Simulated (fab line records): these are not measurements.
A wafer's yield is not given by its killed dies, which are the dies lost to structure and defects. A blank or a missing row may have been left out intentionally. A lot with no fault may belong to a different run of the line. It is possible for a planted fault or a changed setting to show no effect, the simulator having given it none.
Which tool did it? -- flow sky130 -- 39 wafers from 13 lots sampled at 6 of the route's 708 steps

WHAT THE GAUGES READ, wafer by wafer
SKY_NWELL_TW_MEAS_15.
lot,measured,on,NWELL_TW
L115,day 4 18:07,film_metro-04,1828 1829 1817
L116,day 4 23:34,film_metro-04,1819 1832 1830
L117,day 5 05:49,film_metro-03,1819 1824 1824
L118,day 5 12:22,film_metro-03,1823 1824 1839
L121,day 6 03:46,film_metro-04,1831 1834 1835
L122,day 6 14:41,film_metro-02,1863 1857 1856
L128,day 8 04:08,film_metro-04,1821 1830 1830
L132,day 8 20:25,film_metro-03,1822 1820 1820
L133,day 9 04:53,film_metro-03,1817 1815 1823
L134,day 9 10:55,film_metro-02,1846 1847 1851
L135,day 9 17:07,film_metro-03,1829 1827 1823
L136,day 9 21:31,film_metro-03,1820 1822 1831
L137,day 10 03:01,film_metro-03,1803 1809 1817

SKY_NWELL_OVL_MEAS_23.
lot,measured,on,NWELL_01_OVL (nm)
L115,day 5 12:05,overlay-01,-0.7 0.4 0.6
L116,day 5 17:34,overlay-01,-0.6 -0.1 -0.4
L117,day 6 00:02,overlay-02,1.1 1.1 -1.2
L118,day 6 06:41,overlay-02,0.7 0.6 0.1
L121,day 6 22:59,overlay-01,0.6 -0.6 0.7
L122,day 7 10:02,overlay-01,- -1.6 -2.0
L128,day 9 00:44,overlay-01,1.2 -1.0 1.2
L132,day 9 17:55,overlay-01,1.3 0.9 3.0
L133,day 10 03:08,overlay-01,-1.6 -1.2 -3.7
L134,day 10 10:02,overlay-01,-0.3 0.0 -0.5
L135,day 10 15:31,overlay-02,3.4 2.8 4.2
L136,day 10 20:14,overlay-01,2.1 1.1 3.2
L137,day 11 02:28,overlay-02,3.0 0.6 1.1

SKY_NWELL_TW_MEAS_26.
lot,measured,on,NWELL_2_TW
L115,day 5 12:22,film_metro-04,496 495 494
L116,day 5 17:52,film_metro-03,496 494 498
L117,day 6 00:19,film_metro-02,503 502 501
L118,day 6 06:58,film_metro-02,505 505 504
L121,day 6 23:16,film_metro-04,498 502 500
L122,day 7 10:20,film_metro-03,30 496 492
L128,day 9 01:02,film_metro-04,499 496 494
L132,day 9 18:13,film_metro-02,504 504 504
L133,day 10 03:26,film_metro-02,505 502 502
L134,day 10 10:19,film_metro-03,488 491 494
L135,day 10 15:49,film_metro-02,502 504 503
L136,day 10 20:31,film_metro-04,499 497 495
L137,day 11 02:46,film_metro-04,492 492 493

SKY_VT_ADJUST_NCORE_CD_MEAS_07: target cd 380 nm.
lot,measured,on,cd_nm (nm)
L115,day 8 19:55,cd_sem-02,380.6 380.5 379.3
L116,day 9 02:38,cd_sem-02,382.7 381.3 381.1
L117,day 9 10:15,cd_sem-01,380.0 376.1 377.0
L118,day 9 17:35,cd_sem-02,379.1 376.3 379.5
L121,day 10 13:55,cd_sem-02,379.8 380.1 379.3
L122,day 11 02:02,cd_sem-02,382.5 381.2 378.1
L128,day 12 22:40,cd_sem-02,379.5 381.4 382.1
L132,day 13 18:37,cd_sem-02,381.1 381.6 382.0
L133,day 14 03:28,cd_sem-01,375.7 377.5 378.0
L134,day 14 11:26,cd_sem-02,379.5 378.3 379.2
L135,day 14 18:37,cd_sem-01,382.3 381.1 381.3
L136,day 14 22:50,cd_sem-01,374.5 374.1 374.9
L137,day 15 07:43,cd_sem-01,378.1 379.8 379.6

SKY_VT_ADJUST_NCORE_TW_MEAS_11.
lot,measured,on,VT_ADJUST_NCORE_TW
L115,day 8 20:20,film_metro-04,220.4 219.9 220.2
L116,day 9 03:02,film_metro-01,218.4 218.4 218.4
L117,day 9 10:38,film_metro-01,217.4 217.2 217.7
L118,day 9 17:59,film_metro-01,217.4 217.2 217.9
L121,day 10 14:19,film_metro-01,219.7 218.5 219.3
L122,day 11 02:25,film_metro-04,219.7 219.8 219.9
L128,day 12 23:03,film_metro-01,217.0 215.4 217.2
L132,day 13 19:02,film_metro-04,220.6 221.1 219.8
L133,day 14 03:50,film_metro-04,218.6 218.4 218.7
L134,day 14 11:50,film_metro-04,218.7 218.5 218.7
L135,day 14 19:01,film_metro-04,220.0 218.9 219.0
L136,day 14 23:14,film_metro-04,219.2 219.2 219.3
L137,day 15 08:08,film_metro-01,214.7 216.5 217.1

EACH LOT AND THE TOOL THAT RAN IT (in order: tool; ch and the chambers of the sampled wafers; start)
lot,SKY_NWELL_DEVELOP_22
L115,"litho_track-03 ch 0, day 5 11:00"
L116,"litho_track-02 ch 0, day 5 17:00"
L117,"litho_track-01 ch 0, day 5 23:00"
L118,"litho_track-02 ch 0, day 6 06:00"
L121,"litho_track-03 ch 0, day 6 22:00"
L122,"litho_track-02 ch 0, day 7 09:00"
L128,"litho_track-03 ch 0, day 9 00:00"
L132,"litho_track-01 ch 0, day 9 17:00"
L133,"litho_track-02 ch 0, day 10 03:00"
L134,"litho_track-01 ch 0, day 10 09:00"
L135,"litho_track-01 ch 0, day 10 15:00"
L136,"litho_track-01 ch 0, day 10 20:00"
L137,"litho_track-01 ch 0, day 11 02:00"
- SKY_NWELL_DEVELOP_22: develop time 60 s.

WHAT THE TOOLS THEMSELVES READ (means of the sampled wafers that have a number; where no wafer has one, the mark that the record gives instead)
SKY_NWELL_DEVELOP_22.
lot,tool,exhaust_pa (Pa)
L115,litho_track-03,44.0
L116,litho_track-02,44.4
L117,litho_track-01,45.2
L118,litho_track-02,45.3
L121,litho_track-03,44.0
L122,litho_track-02,45.6
L128,litho_track-03,44.5
L132,litho_track-01,46.0
L133,litho_track-02,45.2
L134,litho_track-01,44.2
L135,litho_track-01,44.4
L136,litho_track-01,44.8
L137,litho_track-01,45.9

THE ANSWER, worked out from the rows above alone
Rule: the usual values come from the lots themselves. The widest of any qualifying gaps counts: lots, ordered by their means at a reading, are off when they make up no more than a third of the lots, leave a main group of 4 or more, and stand apart from it by 3 or more times the standard deviation of that group's means. A main group whose means are all the same, to the digits that the tables above print for the reading, isn't used. Also off: a lot with no number at a reading for which 4 or more lots have one. Where the step has rows for the other lots, those lots are counted as sound. Order of review: gauges by route order, followed by the tools' own readings, for which a lot's mean as printed above is used. At the first step where some lot is off, the reading lying furthest off is the one used; lots without a number count as furthest.
Off: L122, at SKY_NWELL_TW_MEAS_26 (NWELL_2_TW). Mean 499 and standard deviation 4.5 in the main group.
A tool fits if, at a process step before that reading, it ran every lot that is off, and no sound lot after the first of them. The gauges at SKY_NWELL_TW_MEAS_26 are tried like those tools. Not one of the candidates tried fits.

WHAT HAD BEEN PUT IN BY THE SIMULATOR
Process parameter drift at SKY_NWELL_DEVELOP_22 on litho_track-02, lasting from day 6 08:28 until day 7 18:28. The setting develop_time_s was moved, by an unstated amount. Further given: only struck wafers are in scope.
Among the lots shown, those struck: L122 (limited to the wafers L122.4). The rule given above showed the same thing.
